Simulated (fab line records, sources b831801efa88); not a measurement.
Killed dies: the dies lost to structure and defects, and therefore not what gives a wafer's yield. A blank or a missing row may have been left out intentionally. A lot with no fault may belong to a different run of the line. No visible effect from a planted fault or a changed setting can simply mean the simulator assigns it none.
Matching of chambers ; flow gf180mcu ; 4 sister chambers for GF_V5_CMP_26 on cmp-01
The step polishes, stops on SiO2, t overpolish 15 s, target thk 0 nm. 8 wafers are shown with their chamber, then 8 later ones without.

## WAFERS WITH THEIR CHAMBER
wafer;chamber;motor_current_A (A);time_to_endpoint_s (s)
L579.1;2;10.8;80.6
L580.5;2;11.4;88.7
L590.4;3;10.1;89.8
L590.5;0;10.1;84.2
L593.1;1;10.3;84.8
L593.4;0;9.8;85.3
L593.5;3;9.4;89.6
L595.1;1;10.2;82.5

## WAFERS WITHOUT THEIR CHAMBER
wafer;motor_current_A (A);time_to_endpoint_s (s)
L595.4;11.2;81.5
L595.5;10.5;82.9
L600.1;10.1;82.9
L600.3;10.6;80.3
L600.6;11.5;81.3
L601.1;10.3;85.4
L601.2;10.0;84.8
L601.6;10.4;86.5

## WHICH CHAMBER EACH ONE RAN IN
wafer;from the rows above;in truth
L595.4;can't be placed: 2 or 1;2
L595.5;can't be placed: 1 or 0 or 2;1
L600.1;can't be placed: 1 or 0 or 3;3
L600.3;can't be placed: 1 or 2 or 0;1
L600.6;2;2
L601.1;can't be placed: 1 or 0 or 3 or 2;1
L601.2;can't be placed: 0 or 1 or 3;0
L601.6;can't be placed: 1 or 0 or 2 or 3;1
1 of 8 placed correctly. Not placeable from these rows: 7 (in 7, the candidates include the true chamber). Wrongly placed: 0.
How it was worked out, from the rows above alone: a wafer's distance from a chamber is the root of the sum, over the readings, of the square of ((its reading less the chamber's mean) divided by the reading's scatter). The wafer belongs to the nearest chamber; if the next one is less than 2 further off, it can't be placed. Each chamber's mean is taken over the wafers shown for it. How the scatter is found: for the shown wafers, subtract from each reading the mean of its chamber, square and add these, divide the total by (wafers less chambers), then take the root.
